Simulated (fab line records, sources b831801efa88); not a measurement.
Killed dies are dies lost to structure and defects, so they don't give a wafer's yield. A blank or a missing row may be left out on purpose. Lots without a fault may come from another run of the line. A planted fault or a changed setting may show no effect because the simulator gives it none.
fab line records | flow gf180mcu | part 1 of 2: steps 1 to 29 of 40
record lots=5 wafers=15 last_day=34
route steps=602 shown MIM@508 M5@526 V5@540
lots that met no fault: from a run of the same line without faults
start_h: hours from the record's first day to the start of the lot's first wafer shown | wait_h: hours since the lot's step before | " the same as in the row above | L1.1+2: a row that stands for several wafers | - no value, or no start given | * or withheld: withheld | < > ~ a bound
route shown NAME@n: a module of which the file shows steps, and the number in the route of the first | usual: mean/standard deviation of fault-free wafers | same: alike in all rows | chamber/n: place in a boat | sites: the reading at each site | _std_site: their standard deviation | _edge_site: outer sites' mean less inner sites' | radius_mm: how far each site lies from the wafer's centre | mask NAME#n: copy n | behind: the tool/chamber that last shaped the wafer | hold: why the lot was held/for how many hours/how that ended | device: the transistor (n, p or np) that didn't switch | end of line: the same wafers' tests at the end of the route | a step without rows: its recipe alone | killed: dies lost to structure and defects at the first sort, not the wafer's yield | map: a wafer's dies, x killed, . not, _ none there
set.NAME: the setting as run; set.NAME@STEP: as run at that earlier step | model.NAME: the simulator's own value behind a step, which no gauge read
lots at some steps of the route; a table a step, a row a wafer
services: from which hour (start_h, from the record's first day; less than 0 if before it) a tool's chamber was out of use, for how many hours, and why
## steps
# step GF_MIM_CVD_05
# recipe material=Si3N4 target_thk_nm=42 temp_max_c=400 temp_c=385 time_s=29.086 rf_w=450
# usual heater_power_w=606/59
# columns lot.wafer tool chamber start_h wait_h heater_power_w
L079.1 pecvd-03 0 604.70 0.0 604
L079.3 " 1 " " 664
L079.4 " 1 " " 664
L083.1 pecvd-04 0 636.44 0.0 553
L083.2 " 2 " " 487
L083.6 " 1 " " 711
L086.4 pecvd-04 1 662.37 0.0 597
L086.5 " 2 " " 519
L086.6 " 0 " " 567
L094.3 pecvd-02 1 717.40 0.0 575
L094.5 " 2 " " 653
L094.6 " 0 " " 669
L095.1 pecvd-02 0 721.65 0.0 668
L095.2 " 2 " " 679
L095.6 " 1 " " 573
# step GF_MIM_THK_MEAS_06
# recipe reads=Si3N4_of_MIM_CVD_05
# usual MIM_CVD_05_THK=42.0/0.52
# columns lot.wafer tool chamber start_h wait_h MIM_CVD_05_THK[nm]
L079.1 film_metro-04 - 604.74 0.0 41.5
L079.3 " - " " 41.5
L079.4 " - " " 42.3
L083.1 film_metro-04 - 636.47 0.0 41.5
L083.2 " - " " 41.7
L083.6 " - " " 42.1
L086.4 film_metro-01 - 662.41 0.0 42.5
L086.5 " - " " 41.8
L086.6 " - " " 41.3
L094.3 film_metro-04 - 717.46 0.0 41.6
L094.5 " - " " 42.2
L094.6 " - " " 42.6
L095.1 film_metro-04 - 721.69 0.0 41.3
L095.2 " - " " 41.9
L095.6 " - " " 42.5
# step GF_MIM_SPUTTER_07
# recipe material=TiN target_thk_nm=60 power_w=6500 time_s=50 chamber_pressure_pa=0.4
# usual throttle_valve_pct=30.1/1.2
# columns lot.wafer tool chamber start_h wait_h throttle_valve_pct
L079.1 pvd_sputter-03 - 604.80 0.1 29.1
L079.3 " - " " 32.1
L079.4 " - " " 30.9
L083.1 pvd_sputter-04 - 636.53 0.1 31.4
L083.2 " - " " 30.2
L083.6 " - " " 30.1
L086.4 pvd_sputter-01 - 662.44 0.0 30.7
L086.5 " - " " 30.8
L086.6 " - " " 30.5
L094.3 pvd_sputter-03 - 717.50 0.0 31.1
L094.5 " - " " 31.2
L094.6 " - " " 29.4
L095.1 pvd_sputter-01 - 721.75 0.1 30.6
L095.2 " - " " 30.6
L095.6 " - " " 29.9
# step GF_MIM_SPUTTER_08
# recipe material=AlCu target_thk_nm=200 power_w=10600 time_s=10.6 chamber_pressure_pa=0.4
# usual throttle_valve_pct=30.1/1.2
# columns lot.wafer tool chamber start_h wait_h throttle_valve_pct
L079.1 pvd_sputter-03 - 604.84 0.0 29.3
L079.3 " - " " 32.1
L079.4 " - " " 31.0
L083.1 pvd_sputter-04 - 636.57 0.0 31.3
L083.2 " - " " 30.4
L083.6 " - " " 30.5
L086.4 pvd_sputter-01 - 662.49 0.0 31.0
L086.5 " - " " 30.7
L086.6 " - " " 30.6
L094.3 pvd_sputter-03 - 717.54 0.0 30.9
L094.5 " - " " 31.0
L094.6 " - " " 29.2
L095.1 pvd_sputter-01 - 721.79 0.0 31.0
L095.2 " - " " 30.7
L095.6 " - " " 30.2
# step GF_MIM_SPUTTER_09
# recipe material=TiN target_thk_nm=35 power_w=6500 time_s=29.2 chamber_pressure_pa=0.4
# usual throttle_valve_pct=30.1/1.2
# columns lot.wafer tool chamber start_h wait_h throttle_valve_pct
L079.1 pvd_sputter-03 - 604.86 0.0 29.1
L079.3 " - " " 31.9
L079.4 " - " " 31.1
L083.1 pvd_sputter-04 - 636.60 0.0 31.2
L083.2 " - " " 30.3
L083.6 " - " " 30.2
L086.4 pvd_sputter-01 - 662.51 0.0 30.7
L086.5 " - " " 31.1
L086.6 " - " " 30.8
L094.3 pvd_sputter-03 - 717.56 0.0 30.9
L094.5 " - " " 30.9
L094.6 " - " " 29.3
L095.1 pvd_sputter-01 - 721.81 0.0 30.8
L095.2 " - " " 30.4
L095.6 " - " " 30.5
# step GF_MIM_RS_MEAS_10
# recipe thk_meas_gauge=four-point-probe reads=TiN_of_MIM_SPUTTER_09+AlCu_of_MIM_SPUTTER_08+TiN_of_MIM_SPUTTER_07
# usual MIM_ALCU_RS=0.1603/0.0017
# columns lot.wafer tool chamber start_h wait_h MIM_ALCU_RS[ohm/sq]
L079.1 film_metro-01 - 604.90 0.0 0.1615
L079.3 " - " " 0.1608
L079.4 " - " " 0.1616
L083.1 film_metro-01 - 636.63 0.0 0.1604
L083.2 " - " " 0.1606
L083.6 " - " " 0.1608
L086.4 film_metro-01 - 662.60 0.1 0.1598
L086.5 " - " " 0.1605
L086.6 " - " " 0.1612
L094.3 film_metro-01 - 717.64 0.1 0.1603
L094.5 " - " " 0.1595
L094.6 " - " " 0.1584
L095.1 film_metro-01 - 721.85 0.0 0.1608
L095.2 " - " " 0.1612
L095.6 " - " " 0.1616
# step GF_MIM_THK_MEAS_11
# recipe thk_meas_gauge=xrf reads=AlCu_of_MIM_SPUTTER_08
# usual MIM_ALCU_THK=198.9/2.7
# columns lot.wafer tool chamber start_h wait_h MIM_ALCU_THK[nm]
L079.1 film_metro-01 - 605.02 0.1 196.3
L079.3 " - " " 197.3
L079.4 " - " " 196.2
L083.1 film_metro-01 - 636.75 0.1 196.4
L083.2 " - " " 197.0
L083.6 " - " " 195.8
L086.4 film_metro-01 - 662.69 0.1 198.9
L086.5 " - " " 198.0
L086.6 " - " " 196.7
L094.3 film_metro-01 - 717.74 0.1 199.1
L094.5 " - " " 199.1
L094.6 " - " " 199.9
L095.1 film_metro-01 - 721.97 0.1 197.2
L095.2 " - " " 197.7
L095.6 " - " " 196.8
# step GF_MIM_DEHYDRATE_12
# recipe temp_c=200 time_s=60
# columns lot.wafer tool chamber start_h wait_h
L079.1+3+4 litho_track-04 0 615.20 10.2
L083.1+2+6 litho_track-01 0 645.89 9.1
L086.4+5+6 litho_track-01 0 671.21 8.5
L094.3+5+6 litho_track-01 0 725.54 7.8
L095.1+2+6 litho_track-01 0 729.99 8.0
# step GF_MIM_HMDS_13
# recipe prime_time_s=60 prime_temp_c=120
# columns lot.wafer tool chamber start_h wait_h
L079.1+3+4 litho_track-04 0 615.35 0.1
L083.1+2+6 litho_track-01 0 646.04 0.1
L086.4+5+6 litho_track-01 0 671.36 0.1
L094.3+5+6 litho_track-01 0 725.69 0.1
L095.1+2+6 litho_track-01 0 730.14 0.1
# step GF_MIM_COAT_14
# recipe resist=NOVOLAK spin_rpm=3000 resist_thk_nm=1000
# usual dispense_pressure_kPa=50.7/0.58 spin_speed_rpm=3000.5/2.2
# columns lot.wafer tool chamber start_h wait_h dispense_pressure_kPa spin_speed_rpm
L079.1 litho_track-04 0 615.50 0.1 50.5 3000.3
L079.3 " 0 " " 50.5 3003.5
L079.4 " 0 " " 50.5 3003.5
L083.1 litho_track-01 0 646.19 0.1 50.4 2997.2
L083.2 " 0 " " 50.4 2999.7
L083.6 " 0 " " 50.4 3000.0
L086.4 litho_track-01 0 671.51 0.1 50.4 3000.8
L086.5 " 0 " " 50.4 3001.6
L086.6 " 0 " " 50.4 3001.1
L094.3 litho_track-01 0 725.84 0.1 50.4 2997.8
L094.5 " 0 " " 50.4 3003.9
L094.6 " 0 " " 50.4 3003.1
L095.1 litho_track-01 0 730.29 0.1 50.4 2996.6
L095.2 " 0 " " 50.4 2995.7
L095.6 " 0 " " 50.4 2996.0
# step GF_MIM_SOFTBAKE_15
# recipe temp_c=90 time_s=60 resist=NOVOLAK
# columns lot.wafer tool chamber start_h wait_h
L079.1+3+4 litho_track-04 0 615.65 0.1
L083.1+2+6 litho_track-01 0 646.34 0.1
L086.4+5+6 litho_track-01 0 671.66 0.1
L094.3+5+6 litho_track-01 0 725.99 0.1
L095.1+2+6 litho_track-01 0 730.44 0.1
# step GF_MIM_EXPOSE_16
# recipe mask_id=FuseTop target_cd_nm=2000 na=0.6 source_shape=conventional sigma_outer=0.6 dose_mj=140
# same na=0.6
# columns lot.wafer tool chamber start_h wait_h mask
L079.1+3+4 iline_stepper-02 0 - - FuseTop#0
L083.1+2+6 iline_stepper-01 0 - - FuseTop#0
L086.4+5+6 iline_stepper-02 0 - - FuseTop#0
L094.3+5+6 iline_stepper-01 0 - - FuseTop#0
L095.1+2+6 iline_stepper-01 0 - - FuseTop#0
# step GF_MIM_PEB_17
# recipe temp_c=withheld time_s=* resist=NOVOLAK
# columns lot.wafer tool chamber start_h wait_h
L079.1+3+4 litho_track-02 0 - -
L083.1+2+6 litho_track-01 0 - -
L086.4+5+6 litho_track-01 0 - -
L094.3+5+6 litho_track-02 0 - -
L095.1+2+6 litho_track-01 0 - -
# step GF_MIM_DEVELOP_18
# recipe develop_time_s=60 dev_temp_c=23
# columns lot.wafer tool chamber start_h wait_h
L079.1+3+4 litho_track-02 0 626.02 0.1
L083.1+2+6 litho_track-01 0 656.09 0.1
L086.4+5+6 litho_track-01 0 681.01 0.1
L094.3+5+6 litho_track-02 0 734.52 0.1
L095.1+2+6 litho_track-01 0 738.99 0.1
# step GF_MIM_METAL_ETCH_19
# recipe chemistry=Cl2/BCl3 mask_material=NOVOLAK stop_on=Si3N4 target_depth_nm=324.5 pressure_mtorr=8 icp_w=800 bias_w=140 Cl2_flow_sccm=80 bcl3_flow_sccm=40 time_s=54.1
# usual bcl3_flow_sccm=40.03/0.11 drypump_motor_current_A=5.8/0.46 he_backside_leak_sccm=3.21/0.12 oes_product_au=0.941/0.0065 throttle_valve_pct=28.284/0.0098
# columns lot.wafer tool chamber start_h wait_h bcl3_flow_sccm drypump_motor_current_A he_backside_leak_sccm oes_product_au rf_hours_counter_h throttle_valve_pct
L079.1 rie_metal-01 1 626.17 0.1 40.03 6.2 3.35 0.934 9 28.283
L079.3 " 1 " " 40.21 6.2 3.53 0.928 - 28.287
L079.4 " 1 " " 40.16 6.2 3.23 0.935 - 28.282
L083.1 rie_metal-02 1 656.24 0.1 39.78 6.2 3.32 0.941 12 28.287
L083.2 " 0 " " 40.21 5.5 3.19 0.937 2 28.271
L083.6 " 0 " " 40.16 5.5 3.14 0.943 - 28.290
L086.4 rie_metal-01 1 681.11 0.1 39.91 6.2 3.24 0.936 - 28.276
L086.5 " 0 " " 40.07 6.3 3.10 0.942 - 28.275
L086.6 " 1 " " 40.25 6.2 3.37 0.943 - 28.279
L094.3 rie_metal-03 1 734.64 0.1 40.02 5.1 3.24 0.947 - 28.291
L094.5 " 0 " " 40.08 5.4 3.21 0.941 - 28.286
L094.6 " 1 " " 40.04 5.1 3.15 0.943 - 28.289
L095.1 rie_metal-01 0 739.14 0.1 39.95 6.3 3.13 0.930 4 28.286
L095.2 " 0 " " 40.03 6.3 3.08 0.938 - 28.295
L095.6 " 0 " " 39.99 6.3 3.01 0.946 - 28.294
# step GF_MIM_STRIP_20
# recipe chemistry=O2/N2 power_w=1400 pressure_mtorr=1500 platen_temp_c=250 o2_flow_sccm=3000 n2_flow_sccm=300 overash_fraction=0.5
# usual drypump_motor_current_A=5.7/0.39 heater_power_w=334/15 oes_product_au=0.693/0.0043 strip_time_to_endpoint_s=11.22/0.044
# columns lot.wafer tool chamber start_h wait_h drypump_motor_current_A heater_power_w oes_product_au rf_hours_counter_h strip_time_to_endpoint_s
L079.1 plasma_asher-04 0 626.31 0.1 6.3 313 0.693 56 11.19
L079.3 " 1 " " 5.4 350 0.693 - 11.21
L079.4 " 0 " " 6.3 303 0.694 - 11.27
L083.1 plasma_asher-02 0 656.31 0.0 5.3 319 0.695 81 11.19
L083.2 " 1 " " 5.0 365 0.687 81 11.20
L083.6 " 0 " " 5.3 322 0.687 - 11.19
L086.4 plasma_asher-01 0 681.19 0.1 5.8 338 0.691 - 11.25
L086.5 " 0 " " 5.8 345 0.696 - 11.23
L086.6 " 1 " " 5.8 336 0.693 - 11.22
L094.3 plasma_asher-02 1 734.72 0.1 5.0 361 0.695 - 11.14
L094.5 " 0 " " 5.3 314 0.686 - 11.16
L094.6 " 1 " " 5.0 364 0.695 - 11.19
L095.1 plasma_asher-02 0 739.28 0.1 5.3 319 0.698 89 11.28
L095.2 " 1 " " 5.0 363 0.700 89 11.29
L095.6 " 1 " " 5.0 360 0.693 - 11.27
# step GF_MIM_STRIP_21
# recipe chemistry=post_etch_residue_remover time_s=1200 temp_c=72.5
# usual bath_heat_duty_pct=14.2/1.9
# columns lot.wafer tool chamber start_h wait_h bath_heat_duty_pct
L079.1 wet_bench-01 0 626.41 0.1 15.4
L079.3 " 0 " " 14.8
L079.4 " 0 " " 15.3
L083.1 wet_bench-03 1 656.41 0.1 12.1
L083.2 " 1 " " 12.5
L083.6 " 1 " " 11.3
L086.4 wet_bench-01 2 681.26 0.0 17.6
L086.5 " 2 " " 17.4
L086.6 " 2 " " 17.0
L094.3 wet_bench-03 0 734.79 0.0 13.1
L094.5 " 0 " " 14.9
L094.6 " 0 " " 13.5
L095.1 wet_bench-03 0 739.38 0.1 12.3
L095.2 " 0 " " 11.0
L095.6 " 0 " " 13.1
# step GF_MIM_CLEAN_22
# recipe chemistry=DIW dry=n2_spin
# columns lot.wafer tool chamber start_h wait_h
L079.1+3+4 wet_bench-03 0 626.75 0.0
L083.1+2+6 wet_bench-01 1 656.78 0.0
L086.4+5+6 wet_bench-04 0 681.63 0.0
L094.3+5+6 wet_bench-01 0 735.13 0.0
L095.1+2+6 wet_bench-01 0 739.75 0.0
# step GF_M5_DEHYDRATE_00
# recipe temp_c=200 time_s=60
# columns lot.wafer tool chamber start_h wait_h
L079.1+3+4 litho_track-04 0 636.55 9.7
L083.1+2+6 litho_track-01 0 665.94 9.1
L086.4+5+6 litho_track-01 0 690.41 8.7
L094.3+5+6 litho_track-03 0 743.02 7.8
L095.1+2+6 litho_track-01 0 747.59 7.7
# step GF_M5_HMDS_01
# recipe prime_time_s=60 prime_temp_c=120
# columns lot.wafer tool chamber start_h wait_h
L079.1+3+4 litho_track-04 0 636.70 0.1
L083.1+2+6 litho_track-01 0 666.09 0.1
L086.4+5+6 litho_track-01 0 690.56 0.1
L094.3+5+6 litho_track-03 0 743.17 0.1
L095.1+2+6 litho_track-01 0 747.74 0.1
# step GF_M5_COAT_02
# recipe resist=KrF spin_rpm=withheld resist_thk_nm=1000
# usual dispense_pressure_kPa=51.5/1.6
# columns lot.wafer tool chamber start_h wait_h dispense_pressure_kPa
L079.1 litho_track-04 0 636.85 0.1 50.4
L079.3 " 0 " " 50.5
L079.4 " 0 " " 50.5
L083.1 litho_track-01 0 666.24 0.1 50.3
L083.2 " 0 " " 50.3
L083.6 " 0 " " 50.3
L086.4 litho_track-01 0 690.71 0.1 50.4
L086.5 " 0 " " 50.3
L086.6 " 0 " " 50.4
L094.3 litho_track-03 0 743.32 0.1 53.8
L094.5 " 0 " " 53.8
L094.6 " 0 " " 53.7
L095.1 litho_track-01 0 747.89 0.1 50.4
L095.2 " 0 " " 50.3
L095.6 " 0 " " 50.3
# step GF_M5_SOFTBAKE_03
# recipe temp_c=130 time_s=60 resist=KrF
# columns lot.wafer tool chamber start_h wait_h
L079.1+3+4 litho_track-04 0 637.00 0.1
L083.1+2+6 litho_track-01 0 666.39 0.1
L086.4+5+6 litho_track-01 0 690.86 0.1
L094.3+5+6 litho_track-03 0 743.47 0.1
L095.1+2+6 litho_track-01 0 748.04 0.1
# step GF_M5_EXPOSE_04
# recipe mask_id=Metal5 target_cd_nm=280 na=0.68 source_shape=conventional sigma_outer=0.6 dose_mj=28
# same na=0.68
# columns lot.wafer tool chamber start_h wait_h mask
L079.1+3+4 krf_scanner-01 0 - - Metal5#0
L083.1+2+6 krf_scanner-01 0 - - Metal5#0
L086.4+5+6 krf_scanner-02 0 - - Metal5#0
L094.3+5+6 krf_scanner-02 0 - - Metal5#0
L095.1+2+6 krf_scanner-02 0 - - Metal5#0
# step GF_M5_PEB_05
# recipe peb_temp_c=135 peb_time_s=90 resist=KrF
# columns lot.wafer tool chamber start_h wait_h
L079.1+3+4 litho_track-04 0 - -
L083.1+2+6 litho_track-01 0 - -
L086.4+5+6 litho_track-01 0 - -
L094.3+5+6 litho_track-01 0 - -
L095.1+2+6 litho_track-04 0 - -
# step GF_M5_DEVELOP_06
# recipe develop_time_s=60 dev_temp_c=21
# columns lot.wafer tool chamber start_h wait_h
L079.1+3+4 litho_track-04 0 646.55 0.2
L083.1+2+6 litho_track-01 0 676.04 0.2
L086.4+5+6 litho_track-01 0 699.91 0.1
L094.3+5+6 litho_track-01 0 751.79 0.1
L095.1+2+6 litho_track-04 0 756.40 0.2
# step GF_M5_CD_MEAS_07
# recipe target_cd_nm=280
# usual cd_nm=280.1/1.2
# columns lot.wafer tool chamber start_h wait_h cd_nm
L079.1 cd_sem-02 - 646.70 0.1 280.1
L079.3 " - " " 280.1
L079.4 " - " " 281.0
L083.1 cd_sem-01 - 676.19 0.1 280.2
L083.2 " - " " 281.0
L083.6 " - " " 279.7
L086.4 cd_sem-01 - 700.05 0.1 280.4
L086.5 " - " " 279.7
L086.6 " - " " 280.2
L094.3 cd_sem-02 - 751.93 0.1 281.3
L094.5 " - " " 280.9
L094.6 " - " " 280.8
L095.1 cd_sem-01 - 756.55 0.1 280.3
L095.2 " - " " 279.6
L095.6 " - " " 279.0
# step GF_M5_OVL_MEAS_08
# usual M5_OVL=-4/4.9
# columns lot.wafer tool chamber start_h wait_h M5_OVL[nm]
L079.1 overlay-01 - 646.82 0.1 1
L079.3 " - " " -9
L079.4 " - " " -9
L083.1 overlay-01 - 676.31 0.1 -4
L083.2 " - " " 0
L083.6 " - " " -1
L086.4 overlay-02 - 700.13 0.1 -3
L086.5 " - " " -6
L086.6 " - " " 2
L094.3 overlay-01 - 752.02 0.1 -7
L094.5 " - " " -6
L094.6 " - " " -3
L095.1 overlay-02 - 756.67 0.1 -1
L095.2 " - " " 1
L095.6 " - " " 1
# step GF_M5_ETCH_09
# recipe chemistry=CF4/O2 target=Si3N4 target_depth_nm=52 source_w=800 bias_w=150 pressure_mtorr=150 cf4_flow_sccm=80 O2_flow_sccm=10 time_s=11.6
# usual drypump_motor_current_A=5.9/0.48 oes_product_au=1.003/0.0099 throttle_valve_pct=5.973/0.0097
# columns lot.wafer tool chamber start_h wait_h drypump_motor_current_A oes_product_au rf_hours_counter_h throttle_valve_pct
L079.1 rie_diel-03 0 646.86 0.0 5.8 1.000 9 5.969
L079.3 " 2 " " 5.8 1.002 4 5.975
L079.4 " 3 " " 4.6 0.998 12 5.982
L083.1 rie_diel-03 0 676.34 0.0 5.7 0.999 10 5.968
L083.2 " 2 " " 5.8 1.008 5 5.990
L083.6 " 3 " " 4.6 0.999 - 5.969
L086.4 rie_diel-02 0 700.14 0.0 6.3 0.997 44 5.969
L086.5 " 1 " " 5.3 1.018 - 5.990
L086.6 " 0 " " 6.3 0.997 - 5.972
L094.3 rie_diel-03 2 752.04 0.0 5.8 1.020 9 5.982
L094.5 " 0 " " 5.7 1.007 - 5.984
L094.6 " 1 " " 6.2 1.017 - 5.982
L095.1 rie_diel-03 1 756.71 0.0 6.2 1.009 15 5.984
L095.2 " 2 " " 5.8 1.013 9 5.979
L095.6 " 1 " " 6.2 1.003 - 5.968
# step GF_M5_METAL_ETCH_10
# recipe chemistry=Cl2/BCl3 mask_material=KrF target_depth_nm=627.5 stop_on=SiO2 pressure_mtorr=8 icp_w=800 bias_w=140 Cl2_flow_sccm=80 bcl3_flow_sccm=40 time_s=104.6
# usual bcl3_flow_sccm=39.98/0.13 drypump_motor_current_A=5.7/0.31 he_backside_leak_sccm=3.4/0.32 oes_product_au=0.970/0.0072 throttle_valve_pct=28.253/0.011
# columns lot.wafer tool chamber start_h wait_h bcl3_flow_sccm drypump_motor_current_A he_backside_leak_sccm oes_product_au rf_hours_counter_h throttle_valve_pct
L079.1 rie_metal-02 0 646.88 0.0 40.00 5.5 3.2 0.958 1 28.252
L079.3 " 1 " " 39.90 6.2 3.0 0.978 - 28.256
L079.4 " 0 " " 40.06 5.5 3.1 0.969 - 28.260
L083.1 rie_metal-04 1 676.37 0.0 40.21 5.6 3.6 0.975 6 28.267
L083.2 " 0 " " 40.02 5.6 3.6 0.972 8 28.239
L083.6 " 1 " " 40.27 5.6 3.6 0.974 - 28.228
L086.4 rie_metal-04 1 700.20 0.0 39.87 5.6 3.5 0.967 - 28.244
L086.5 " 0 " " 39.90 5.6 3.6 0.975 - 28.257
L086.6 " 1 " " 40.07 5.6 3.3 0.964 - 28.236
L094.3 rie_metal-04 0 752.10 0.0 40.24 5.6 3.5 0.967 - 28.260
L094.5 " 0 " " 40.07 5.5 3.5 0.972 - 28.255
L094.6 " 1 " " 40.02 5.6 3.5 0.967 - 28.245
L095.1 rie_metal-04 1 756.73 0.0 39.82 5.6 3.4 0.974 9 28.259
L095.2 " 0 " " 39.85 5.6 3.6 0.964 12 28.239
L095.6 " 1 " " 39.90 5.6 3.4 0.969 - 28.248
